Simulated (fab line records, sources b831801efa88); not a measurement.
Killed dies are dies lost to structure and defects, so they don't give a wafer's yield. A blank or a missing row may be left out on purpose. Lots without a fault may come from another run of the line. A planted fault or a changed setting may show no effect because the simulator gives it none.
A struck lot beside a sound one | flow gf180mcu | 30 steps out of a route of 602
Sound: wafers L556.3, L556.4, L556.5. Struck: wafer L546.1. (L546.4, L546.5 of the same lot were not struck and are left out.) The cause comes at the end.
At each step with rows: each side's tool, then ch and its chambers, then its first start. Under that, the readings that differ: sound wafers | struck wafers | difference of the means | sigmas: that difference in standard deviations of wafers without a fault.
alike: readings whose means differ by less than 2 such deviations, and words and numbers that are the same on both sides. not compared: withheld readings, readings that some wafer has no value for, bounds like >300 that may hide the same value, and numbers for which the record gives no deviation and whose values overlap.
The two part at a step that has a row with sigmas, a row that says differs or no value, or rows on one side only. Numbers that don't overlap but have no deviation are shown without sigmas and don't part them. A reading that every wafer of one side lacks parts them only if that side has two wafers or more.

first, 3 steps without rows for these wafers: GF_PSD_EXPOSE_04 (exposes mask Pplus, target cd 400 nm); GF_PSD_PEB_05; GF_PSD_DEVELOP_06 (develop time 60 s).
GF_PSD_CD_MEAS_07: target cd 400 nm.
  sound on cd_sem-02, day 21 08:26; struck on cd_sem-01, day 17 22:46
  alike: cd_nm
GF_PSD_OVL_MEAS_08:
  sound on overlay-02, day 21 08:31; struck on overlay-01, day 17 22:53
  alike: PSD_OVL
then, 1 step without rows for these wafers: GF_PSD_IMPLANT_09.
GF_PSD_STRIP_10: strips in O2/N2.
  sound on plasma_asher-02 ch 0,1, day 21 08:44; struck on plasma_asher-02 ch 0, day 17 23:04
  reading                | sound | struck | difference                   | sigmas
  rf_hours_counter_h (h) | - - - | 79     | no value on the sound wafers |
  alike: drypump_motor_current_A, heater_power_w, oes_product_au, strip_time_to_endpoint_s
GF_PSD_TW_MEAS_11:
  sound on film_metro-03, day 21 08:49; struck on film_metro-03, day 17 23:10
  alike: PSD_TW
then, 1 step without rows for these wafers: GF_PSD_CLEAN_12 (cleans in SC1/SC2, time 150 s).
GF_PSD_RTA_13: time 20 s.
  sound on rtp_anneal-02 ch 0, day 21 08:56; struck on rtp_anneal-02 ch 0, day 17 23:17
  alike: lamp_power_pct, wafer_temp_C_max
GF_PSD_RS_MEAS_14: measures by four-point-probe.
  sound on film_metro-01, day 21 09:02; struck on film_metro-01, day 17 23:22
  alike: NSD_RS
GF_PSD_RS_MEAS_15: measures by four-point-probe.
  sound on film_metro-01, day 21 09:09; struck on film_metro-01, day 17 23:29
  alike: PSD_RS
GF_SAB_CVD_00: deposits SiO2 from TEOS, target thk 50 nm, time 4.9302 s.
  sound on pecvd-03 ch 0,2, day 21 09:14; struck on pecvd-02 ch 0, day 17 23:37
  reading                              | sound             | struck | difference | sigmas
  model.SiO2_of_SAB_CVD_00.thk_nm (nm) | 48.69 50.64 49.41 | 45.5   | -4.1       |
  alike: heater_power_w
GF_SAB_THK_MEAS_01:
  sound on film_metro-02, day 21 09:16; struck on film_metro-02, day 17 23:38
  reading             | sound          | struck | difference | sigmas
  SAB_CVD_00_THK (nm) | 48.7 50.6 49.4 | 45.6   | -4.0       | -5
then, 7 steps without rows for these wafers: GF_SAB_DEHYDRATE_02 (time 60 s); GF_SAB_HMDS_03 (prime time 60 s); GF_SAB_COAT_04 (resist thk 1000 nm); GF_SAB_SOFTBAKE_05 (time 60 s); GF_SAB_EXPOSE_06 (exposes mask SAB, target cd 420 nm); GF_SAB_PEB_07; GF_SAB_DEVELOP_08 (develop time 60 s).
GF_SAB_CD_MEAS_09: target cd 420 nm.
  sound on cd_sem-01, day 22 08:52; struck on cd_sem-02, day 18 23:20
  alike: cd_nm
GF_SAB_OVL_MEAS_10:
  sound on overlay-02, day 22 08:58; struck on overlay-01, day 18 23:27
  alike: SAB_OVL
GF_SAB_ETCH_11: etches SiO2 in C4F8/O2/Ar, target depth 55 nm, time 8.5 s.
  sound on rie_diel-01 ch 0,2, day 22 08:59; struck on rie_diel-03 ch 1, day 18 23:29
  alike: oes_product_au
  not compared: rf_hours_counter_h
then, 1 step without rows for these wafers: GF_SAB_WET_ETCH_12 (etches SiO2 in dHF, target depth 22 nm, time 440 s).
GF_SAB_STRIP_13: strips in O2/N2.
  sound on plasma_asher-04 ch 0,1, day 22 09:11; struck on plasma_asher-04 ch 0, day 18 23:40
  reading                | sound | struck | difference                   | sigmas
  rf_hours_counter_h (h) | - - - | 63     | no value on the sound wafers |
  alike: drypump_motor_current_A, heater_power_w, oes_product_au, strip_time_to_endpoint_s
then, 1 step without rows for these wafers: GF_SALICIDE_CLEAN_00 (cleans in SC1/SC2, time 150 s).
GF_SALICIDE_WET_ETCH_01: etches SiO2 in dHF, target depth 5 nm, time 100 s.
  sound on wet_bench-01 ch 1, day 22 09:18; struck on wet_bench-03 ch 0, day 18 23:49
  reading                              | sound             | struck | difference | sigmas
  model.SiO2_of_SAB_CVD_00.thk_nm (nm) | 37.99 39.95 38.72 | 34.66  | -4.23      |
GF_SALICIDE_SPUTTER_02: material Co, target thk 10 nm, time 20 s.
  sound on pvd_sputter-04, day 22 09:20; struck on pvd_sputter-04, day 18 23:51
  alike: throttle_valve_pct
GF_PASSIVATION_PROBE_99:
  the record has rows for the sound wafers here (prober-01, day 34 11:19) and none for the struck ones

WHERE THEY PART
First at GF_PSD_STRIP_10; last, within this record, at GF_PASSIVATION_PROBE_99.

WHY: what the simulator had put in
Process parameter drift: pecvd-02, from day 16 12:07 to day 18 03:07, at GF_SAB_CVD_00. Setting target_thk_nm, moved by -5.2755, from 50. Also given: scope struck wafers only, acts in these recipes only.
